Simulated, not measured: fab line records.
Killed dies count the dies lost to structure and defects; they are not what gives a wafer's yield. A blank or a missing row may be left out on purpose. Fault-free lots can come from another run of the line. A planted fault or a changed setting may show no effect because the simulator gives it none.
fab line records	flow sky130
[record] lots = 6	wafers = 18	last_day = 50
route steps=708 shown NWELL@82 PWDE@84 VT_ADJUST_HVTP@85 VT_ADJUST_LVTN@97 PAD_OPEN@708
lots untouched by any fault: they come from a run of this same line in which no faults occurred
start_h: hours from the record's opening day to when the first of the lot's shown wafers began	wait_h: hours from the lot's prior step to this one	" identical to the entry in the row above	L1.1+2: a single row standing in for several wafers	- value missing, or start not given	* or withheld: withheld	< > ~ a bound
route shown NAME@n: a module of which the file shows steps, and the number in the route of the first	usual: average and standard deviation across the fault-free wafers	same: alike in all rows	chamber/n: place in a boat	sites: readings site by site	_std_site: the values' standard deviation	_edge_site: mean of outer sites minus mean of inner sites	radius_mm: for every site, how far away it sits from the centre of the wafer	mask NAME#n: copy n	behind: the last tool/chamber to shape the wafer	hold: cause of the lot's hold/its duration in hours/its outcome	device: the n, p or np transistor that did not switch	end of line: tests of these same wafers at the route's end	for a step that has no rows: nothing shown but its recipe	killed: not the wafer's yield, but the dies lost to structure and defects at the first sort	map: a wafer's dies, marking killed ones x, the rest . and places with no die _
set.NAME: the setting as run; set.NAME@STEP: as run at that earlier step	model.NAME: the simulator's own value behind a step, which no gauge read
certain route steps with their lots: each step a table, each wafer a row
services: a tool's chamber out of use, with start hour (start_h, from the record's first day; less than 0 if before it), hours out, and reason
[[steps]]
[step SKY_NWELL_RS_MEAS_29]
[recipe] thk_meas_gauge = four-point-probe
[usual] NWELL_RS = 625.2/1.6
lot.wafer	tool	chamber	start_h	wait_h	NWELL_RS[ohm/sq]
L419.2	film_metro-02	-	117.48	0.1	624.9
L419.3	"	-	"	"	626.5
L419.6	"	-	"	"	625.9
L423.1	film_metro-03	-	149.10	0.1	623.5
L423.3	"	-	"	"	626.2
L423.4	"	-	"	"	625.0
L424.1	film_metro-03	-	155.21	0.1	624.7
L424.3	"	-	"	"	623.1
L424.4	"	-	"	"	623.1
L432.2	film_metro-02	-	204.27	0.1	625.8
L432.4	"	-	"	"	625.3
L432.5	"	-	"	"	624.1
L433.1	film_metro-01	-	215.35	0.1	625.0
L433.5	"	-	"	"	625.6
L433.6	"	-	"	"	626.5
L438.2	film_metro-01	-	251.92	0.1	628.7
L438.3	"	-	"	"	627.1
L438.4	"	-	"	"	626.9
[step SKY_NWELL_RS_MEAS_31]
[recipe] thk_meas_gauge = four-point-probe
[usual] PWDE_RS = 5280/22
lot.wafer	tool	chamber	start_h	wait_h	PWDE_RS[ohm/sq]
L419.2	film_metro-02	-	117.72	0.1	5279
L419.3	"	-	"	"	5278
L419.6	"	-	"	"	5262
L423.1	film_metro-03	-	149.34	0.1	5232
L423.3	"	-	"	"	5253
L423.4	"	-	"	"	5254
L424.1	film_metro-03	-	155.45	0.1	5273
L424.3	"	-	"	"	5271
L424.4	"	-	"	"	5278
L432.2	film_metro-02	-	204.51	0.1	5287
L432.4	"	-	"	"	5284
L432.5	"	-	"	"	5272
L433.1	film_metro-01	-	215.59	0.1	5277
L433.5	"	-	"	"	5273
L433.6	"	-	"	"	5267
L438.2	film_metro-01	-	252.16	0.1	5280
L438.3	"	-	"	"	5263
L438.4	"	-	"	"	5293
[step SKY_VT_ADJUST_HVTP_DEHYDRATE_00]
[recipe] temp_c = 200	time_s = 60
[step SKY_VT_ADJUST_HVTP_HMDS_01]
[recipe] prime_time_s = 60	prime_temp_c = 120
[step SKY_VT_ADJUST_HVTP_COAT_02]
[recipe] resist = NOVOLAK	spin_rpm = 3000	resist_thk_nm = 1140
[step SKY_VT_ADJUST_HVTP_SOFTBAKE_03]
[recipe] temp_c = 90	time_s = 60	resist = NOVOLAK
[step SKY_VT_ADJUST_HVTP_EXPOSE_04]
[recipe] mask_id = HVTPM	na = 0.6	source_shape = conventional	sigma_outer = 0.6	polarization = unpolarized	target_cd_nm = 380	dose_mj = 140
[step SKY_VT_ADJUST_HVTP_PEB_05]
[recipe] temp_c = withheld	time_s = *	resist = NOVOLAK
[step SKY_VT_ADJUST_HVTP_DEVELOP_06]
[recipe] resist = NOVOLAK	developer = TMAH	develop_time_s = 60	dev_temp_c = 23
[step SKY_VT_ADJUST_HVTP_CD_MEAS_07]
[recipe] target_cd_nm = 380
[usual] cd_nm = 379.9/2.7
lot.wafer	tool	chamber	start_h	wait_h	cd_nm
L419.2	cd_sem-01	-	137.42	0.1	379.9
L419.3	"	-	"	"	379.8
L419.6	"	-	"	"	380.8
L423.1	cd_sem-02	-	169.05	0.1	382.7
L423.3	"	-	"	"	380.7
L423.4	"	-	"	"	381.8
L424.1	cd_sem-01	-	174.75	0.1	381.2
L424.3	"	-	"	"	376.2
L424.4	"	-	"	"	377.4
L432.2	cd_sem-02	-	225.59	0.1	378.6
L432.4	"	-	"	"	379.2
L432.5	"	-	"	"	378.7
L433.1	cd_sem-02	-	239.01	0.1	384.7
L433.5	"	-	"	"	381.1
L433.6	"	-	"	"	382.3
L438.2	cd_sem-01	-	278.12	0.1	381.0
L438.3	"	-	"	"	382.7
L438.4	"	-	"	"	381.5
[step SKY_VT_ADJUST_HVTP_OVL_MEAS_08]
[usual] VT_ADJUST_HVTP_OVL = -0.5/1.2
lot.wafer	tool	chamber	start_h	wait_h	VT_ADJUST_HVTP_OVL[nm]
L419.2	overlay-01	-	137.53	0.1	-0.2
L419.3	"	-	"	"	0.1
L419.6	"	-	"	"	-0.2
L423.1	overlay-01	-	169.17	0.1	-1.0
L423.3	"	-	"	"	-1.3
L423.4	"	-	"	"	-0.1
L424.1	overlay-01	-	174.87	0.1	-1.2
L424.3	"	-	"	"	0.0
L424.4	"	-	"	"	0.4
L432.2	overlay-02	-	225.70	0.1	1.1
L432.4	"	-	"	"	-0.4
L432.5	"	-	"	"	0.2
L433.1	overlay-01	-	239.13	0.1	0.5
L433.5	"	-	"	"	-0.5
L433.6	"	-	"	"	-0.2
L438.2	overlay-02	-	278.23	0.1	-0.7
L438.3	"	-	"	"	-2.2
L438.4	"	-	"	"	-2.5
[step SKY_VT_ADJUST_HVTP_IMPLANT_09]
[recipe] species = As	energy_kev = 150	dose_cm2 = 4.3e+12	tilt_deg = withheld
[usual] dose_ions_cm2 = 4.3e+12/5.2e+09	end_station_pressure_torr = 5.02e-06/2.7e-07	faraday_current_uA = 24.3/0.48
lot.wafer	tool	chamber	start_h	wait_h	dose_ions_cm2	end_station_pressure_torr	faraday_current_uA
L419.2	implanter-01	0	137.58	0.0	6.218e+12	5.07e-06	34.6
L419.3	"	0	"	"	6.223e+12	5.05e-06	35.7
L419.6	"	0	"	"	6.221e+12	5.04e-06	36.1
L423.1	implanter-03	0	169.21	0.0	4.301e+12	4.69e-06	24.7
L423.3	"	0	"	"	4.298e+12	5.17e-06	24.2
L423.4	"	0	"	"	4.299e+12	5.29e-06	24.3
L424.1	implanter-01	0	174.91	0.0	6.211e+12	5.01e-06	35.8
L424.3	"	0	"	"	6.217e+12	5.27e-06	35.7
L424.4	"	0	"	"	6.213e+12	5.02e-06	35.4
L432.2	implanter-03	0	225.75	0.0	4.299e+12	4.95e-06	24.5
L432.4	"	0	"	"	4.303e+12	4.7e-06	23.4
L432.5	"	0	"	"	4.292e+12	5.05e-06	24.8
L433.1	implanter-03	0	239.17	0.0	4.296e+12	5.02e-06	24.1
L433.5	"	0	"	"	4.305e+12	4.54e-06	24.2
L433.6	"	0	"	"	4.309e+12	4.42e-06	24.8
L438.2	implanter-01	0	278.28	0.0	4.295e+12	4.96e-06	24.6
L438.3	"	0	"	"	4.3e+12	5.23e-06	24.3
L438.4	"	0	"	"	4.296e+12	5.23e-06	24.5
[step SKY_VT_ADJUST_HVTP_STRIP_10]
[recipe] chemistry = O2/N2	power_w = 1400	pressure_mtorr = 1500	platen_temp_c = withheld	o2_flow_sccm = 3000	n2_flow_sccm = 300	overash_fraction = 0.5
[usual] drypump_motor_current_A = 5.6/0.43	n2_flow_sccm = 300.0/0.88	oes_product_au = 0.716/0.0045	strip_time_to_endpoint_s = 14.18/0.038
lot.wafer	tool	chamber	start_h	wait_h	drypump_motor_current_A	n2_flow_sccm	oes_product_au	rf_hours_counter_h	strip_time_to_endpoint_s
L419.2	plasma_asher-03	0	137.71	0.1	5.7	300.4	0.713	2	14.20
L419.3	"	0	"	"	5.8	300.9	0.709	-	14.15
L419.6	"	0	"	"	5.8	301.4	0.723	-	14.14
L423.1	plasma_asher-03	1	169.36	0.1	5.3	299.4	0.719	5	14.19
L423.3	"	0	"	"	5.7	299.3	0.720	-	14.27
L423.4	"	1	"	"	5.4	299.6	0.709	-	14.21
L424.1	plasma_asher-04	0	175.06	0.1	6.3	300.2	0.716	48	14.13
L424.3	"	0	"	"	6.3	300.1	0.711	-	14.18
L424.4	"	1	"	"	5.0	301.6	0.716	-	14.13
L432.2	plasma_asher-03	1	225.88	0.1	5.3	298.4	0.728	11	14.19
L432.4	"	1	"	"	5.3	299.1	0.716	-	14.17
L432.5	"	0	"	"	5.8	299.5	0.719	-	14.15
L433.1	plasma_asher-01	1	239.32	0.1	5.9	299.9	0.708	51	14.18
L433.5	"	0	"	"	5.4	299.6	0.707	-	14.17
L433.6	"	1	"	"	5.9	298.5	0.715	-	14.16
L438.2	plasma_asher-01	1	278.41	0.1	5.9	300.0	0.711	55	14.27
L438.3	"	1	"	"	5.9	300.2	0.710	-	14.22
L438.4	"	0	"	"	5.4	300.5	0.709	-	14.25
[step SKY_VT_ADJUST_HVTP_TW_MEAS_11]
[usual] VT_ADJUST_HVTP_TW = 1367/13
lot.wafer	tool	chamber	start_h	wait_h	VT_ADJUST_HVTP_TW
L419.2	film_metro-04	-	137.82	0.1	1526
L419.3	"	-	"	"	1526
L419.6	"	-	"	"	1520
L423.1	film_metro-04	-	169.46	0.1	1348
L423.3	"	-	"	"	1361
L423.4	"	-	"	"	1356
L424.1	film_metro-02	-	175.16	0.1	1552
L424.3	"	-	"	"	1547
L424.4	"	-	"	"	1549
L432.2	film_metro-02	-	225.99	0.1	1380
L432.4	"	-	"	"	1386
L432.5	"	-	"	"	1387
L433.1	film_metro-04	-	239.42	0.1	1361
L433.5	"	-	"	"	1368
L433.6	"	-	"	"	1368
L438.2	film_metro-02	-	278.52	0.1	1369
L438.3	"	-	"	"	1371
L438.4	"	-	"	"	1364
[step SKY_VT_ADJUST_LVTN_DEHYDRATE_00]
[recipe] temp_c = 200	time_s = 60
[step SKY_PAD_OPEN_PROBE_99]
[usual] killed_at_M0_to_M3 = 43/6.6	killed_at_M4_up = 3.2/1.8	killed_at_contacts = 24/5	killed_at_front_end = 15/4.5	killed_at_other = 0.2/0.46	killed_dies = 86/8.8	killed_open = 48/6.6	killed_short = 38/6.1
[same] gross_dies = 492	killed_at_back_side = 0
lot.wafer	tool	chamber	start_h	wait_h	killed_at_M0_to_M3	killed_at_M4_up	killed_at_contacts	killed_at_front_end	killed_at_other	killed_dies	killed_open	killed_short	model.etest.tip_p.rs_ohm_sq	model.etest.pfet_01v8.r_on_ohm_um	model.etest.pfet_01v8.drive_ua_um	model.etest.pfet_01v8_mvt.drive_ua_um	model.etest.pfet_01v8_hvt.drive_ua_um	model.etest.sram_pfet_latch.drive_ua_um	model.etest.ring_1v8.delay_ps	model.etest.pfet_01v8.off_log10_a_um
L419.2	prober-01	-	1106.09	0.1	37	3	27	11	0	78	43	35	8076	3348	148.8	112.6	113.5	117.6	24.77	-12.77
L419.3	prober-01	-	1106.14	0.2	42	2	16	18	0	78	39	39	8006	3323	149.8	111.8	113.9	113.6	24.46	-12.8
L419.6	prober-01	-	1106.29	0.2	47	0	28	12	0	87	44	43	8130	3310	151.8	113.8	115.3	118.6	24.08	-12.79
L423.1	prober-01	-	1128.83	0.1	46	2	21	20	1	90	43	47	6930	2957	188.9	149.8	140.6	139.4	21.54	-10.01
L423.3	prober-01	-	1128.93	0.2	34	4	23	18	1	80	43	37	6907	2929	189	150	142.6	143.6	21.26	-9.915
L423.4	prober-01	-	1128.98	0.2	39	3	15	16	0	73	42	31	6927	2924	189.6	150.8	140.8	144.1	21.28	-9.799
L424.1	prober-01	-	1136.84	0.1	37	2	19	8	1	67	38	29	8238	3326	149.2	109.2	113.9	114.8	23.85	-12.8
L424.3	prober-01	-	1136.94	0.2	33	1	34	12	0	80	44	36	8185	3407	144.1	108.3	111.2	109.3	25.15	-13.06
L424.4	prober-01	-	1136.99	0.2	40	1	24	12	0	77	45	32	8280	3387	146.3	107.1	112.5	112.8	24.69	-12.77
L432.2	prober-02	-	1180.48	0.1	44	0	25	7	0	76	46	30	6946	2895	191.5	150.2	142.8	136.1	21.29	-9.695
L432.4	prober-02	-	1180.58	0.2	39	8	25	9	0	81	37	44	6913	2926	192.9	150.5	143.1	144.7	21	-9.67
L432.5	prober-02	-	1180.63	0.2	49	5	21	14	0	89	52	37	6981	2902	192.5	149.7	142.8	135.6	21.14	-9.582
L433.1	prober-02	-	1184.81	0.1	40	2	36	13	0	91	56	35	6830	2753	204	158.4	153.3	152.6	20.71	-9.415
L433.5	prober-02	-	1185.01	0.2	39	0	24	9	0	72	44	28	6841	2809	198.6	153.8	149.8	143.3	21	-9.356
L433.6	prober-02	-	1185.06	0.2	39	3	25	19	0	86	50	36	6791	2792	201.5	157	151.7	146.1	20.91	-9.441
L438.2	prober-01	-	1208.88	0.1	40	5	20	19	0	84	43	41	6896	2901	194.2	152.4	143.8	143.1	21.52	-9.777
L438.3	prober-01	-	1208.93	0.2	50	6	22	6	1	85	39	46	6800	2919	192	153	142.4	140.3	21.59	-9.59
L438.4	prober-01	-	1208.98	0.2	46	4	28	13	0	91	47	44	6832	2943	190.2	151.2	140.4	136.5	21.65	-9.849
// killed by level:class
L419.2 CONTACT:geometric_particle:open=9 VIA1:geometric_particle:open=9 LI_CONTACT:geometric_particle:open=8 METAL2:geometric_particle:short=5 VIA2:geometric_particle:short=5 VIA2:geometric_particle:open=5 METAL1:geometric_particle:short=4 POLY_GATE:geometric_particle:short=3
L419.3 VIA1:geometric_particle:open=8 VIA1:geometric_particle:short=6 VIA3:geometric_particle:open=6 FIELD_ISO:geometric_particle:open=5 VIA3:geometric_particle:short=5 LI_CONTACT:geometric_particle:open=4 CONTACT:geometric_particle:open=4 METAL1:geometric_particle:short=4
L419.6 VIA1:geometric_particle:open=15 VIA1:geometric_particle:short=11 CONTACT:geometric_particle:open=10 VIA2:geometric_particle:open=9 LI_CONTACT:geometric_particle:short=5 LI_CONTACT:geometric_particle:open=5 LOCAL_INTERCONNECT:geometric_particle:short=5 FIELD_ISO:geometric_particle:short=4
L423.1 METAL2:geometric_particle:short=9 VIA1:geometric_particle:open=7 LI_CONTACT:geometric_particle:open=6 CONTACT:geometric_particle:open=6 VIA2:geometric_particle:open=6 FIELD_ISO:geometric_particle:open=5 POLY_GATE:geometric_particle:short=5 CONTACT:geometric_particle:short=5
L423.3 VIA1:geometric_particle:open=12 CONTACT:geometric_particle:open=11 FIELD_ISO:geometric_particle:short=8 CONTACT:geometric_particle:short=6 VIA2:geometric_particle:open=6 FIELD_ISO:geometric_particle:open=4 METAL1:geometric_particle:short=4 METAL4:geometric_particle:short=4
L423.4 VIA1:geometric_particle:open=10 FIELD_ISO:geometric_particle:open=6 VIA3:geometric_particle:open=4 POLY_GATE:geometric_particle:short=4 LI_CONTACT:geometric_particle:open=4 CONTACT:geometric_particle:open=4 METAL1:geometric_particle:short=4 METAL3:geometric_particle:short=4
L424.1 CONTACT:geometric_particle:open=10 VIA2:geometric_particle:open=9 VIA3:geometric_particle:open=7 VIA1:geometric_particle:open=5 CONTACT:geometric_particle:short=4 METAL1:geometric_particle:short=4 FIELD_ISO:geometric_particle:short=3 METAL2:geometric_particle:short=3
L424.3 CONTACT:geometric_particle:open=17 VIA1:geometric_particle:open=8 POLY_GATE:geometric_particle:short=5 LI_CONTACT:geometric_particle:short=5 METAL1:geometric_particle:short=5 POLY_GATE:geometric_particle:open=4 LI_CONTACT:geometric_particle:open=4 LOCAL_INTERCONNECT:geometric_particle:short=4
L424.4 CONTACT:geometric_particle:open=9 VIA1:geometric_particle:open=9 VIA3:geometric_particle:open=8 METAL1:geometric_particle:short=6 LI_CONTACT:geometric_particle:open=5 METAL2:geometric_particle:short=5 LOCAL_INTERCONNECT:geometric_particle:short=4 VIA2:geometric_particle:open=4
L432.2 CONTACT:geometric_particle:open=11 VIA1:geometric_particle:short=11 VIA2:geometric_particle:open=11 VIA1:geometric_particle:open=8 LI_CONTACT:geometric_particle:open=5 LI_CONTACT:geometric_particle:short=5 VIA3:geometric_particle:open=5 METAL1:geometric_particle:short=4
L432.4 CONTACT:geometric_particle:open=8 CONTACT:geometric_particle:short=7 VIA1:geometric_particle:open=7 VIA3:geometric_particle:open=7 METAL4:geometric_particle:short=7 METAL2:geometric_particle:short=6 VIA2:geometric_particle:open=6 METAL1:geometric_particle:short=5
L432.5 VIA1:geometric_particle:open=12 VIA3:geometric_particle:open=9 LI_CONTACT:geometric_particle:open=8 CONTACT:geometric_particle:open=8 VIA1:geometric_particle:short=7 METAL1:geometric_particle:short=5 FIELD_ISO:geometric_particle:short=4 FIELD_ISO:geometric_particle:open=3
L433.1 CONTACT:geometric_particle:open=16 VIA3:geometric_particle:open=11 LI_CONTACT:geometric_particle:open=9 VIA1:geometric_particle:open=6 METAL2:geometric_particle:short=5 LI_CONTACT:geometric_particle:short=4 CONTACT:geometric_particle:short=4 LOCAL_INTERCONNECT:geometric_particle:short=3
L433.5 VIA1:geometric_particle:open=15 CONTACT:geometric_particle:open=8 LI_CONTACT:geometric_particle:open=7 CONTACT:geometric_particle:short=5 METAL1:geometric_particle:open=5 VIA1:geometric_particle:short=4 METAL2:geometric_particle:short=4 FIELD_ISO:geometric_particle:short=3
L433.6 VIA1:geometric_particle:open=12 CONTACT:geometric_particle:open=9 CONTACT:geometric_particle:short=7 LI_CONTACT:geometric_particle:open=6 VIA3:geometric_particle:open=5 FIELD_ISO:geometric_particle:open=4 POLY_GATE:geometric_particle:short=4 METAL2:geometric_particle:open=4
L438.2 CONTACT:geometric_particle:open=11 POLY_GATE:geometric_particle:open=6 METAL1:geometric_particle:short=6 VIA1:geometric_particle:short=6 VIA3:geometric_particle:open=6 VIA2:geometric_particle:open=5 FIELD_ISO:geometric_particle:open=4 VIA2:geometric_particle:short=4
L438.3 VIA1:geometric_particle:open=16 METAL1:geometric_particle:short=10 LOCAL_INTERCONNECT:geometric_particle:short=7 METAL2:geometric_particle:short=6 METAL4:geometric_particle:short=6 LI_CONTACT:geometric_particle:open=5 LI_CONTACT:geometric_particle:short=4 CONTACT:geometric_particle:short=4
L438.4 CONTACT:geometric_particle:open=10 VIA3:geometric_particle:open=9 VIA2:geometric_particle:open=8 METAL1:geometric_particle:short=7 LI_CONTACT:geometric_particle:open=6 CONTACT:geometric_particle:short=5 VIA1:geometric_particle:open=5 FIELD_ISO:geometric_particle:short=4
[[services]]
tool	chamber	start_h	hours	kind
plasma_asher-03	0	117.75	-	clean
plasma_asher-03	1	117.75	-	clean
implanter-01	-	149.30	3.6	pm
plasma_asher-04	-	155.72	13.8	repair
implanter-01	-	168.70	4.5	repair
plasma_asher-03	-	190.67	2.8	pm
plasma_asher-01	-	222.69	14.6	pm
implanter-03	-	227.41	4.7	pm
implanter-01	-	259.20	3.9	repair
implanter-01	-	262.04	2.0	repair
[[key]]
[first_sign] step = SKY_VT_ADJUST_HVTP_IMPLANT_09	reading = dose_ions_cm2	direction = up	sigmas = 99+	usual = *	struck = *
[effect] step = SKY_VT_ADJUST_HVTP_IMPLANT_09	reading = faraday_current_uA	direction = up	sigmas = 23	usual = 24.3	struck = 35.6
[effect] step = SKY_VT_ADJUST_HVTP_TW_MEAS_11	reading = VT_ADJUST_HVTP_TW	direction = up	sigmas = 13	usual = 1367	struck = 1537
[model_effect] step = SKY_PAD_OPEN_PROBE_99	value = etest.tip_p.rs_ohm_sq	without = 6954	struck = 8153
met_at SKY_VT_ADJUST_HVTP_IMPLANT_09
struck_wafers L419.2,L419.3,L419.6,L424.1,L424.3,L424.4
tester_left_out L419,L424
[fault] kind = process_parameter_drift	tool = implanter-01	chamber = -	onset_h = 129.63	steps = SKY_VT_ADJUST_HVTP_IMPLANT_09	channel = dose_cm2	offset = *	shape = step	end_h = 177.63	acts_in = *	stated = *
// tester_left_out: of these lots the tester's yield and bins aren't shown, on N5 and GAA mostly nor the transistor test; their killed dies are dies lost to structure and defects alone, not to doping, threshold or leakage, so they don't give the yield
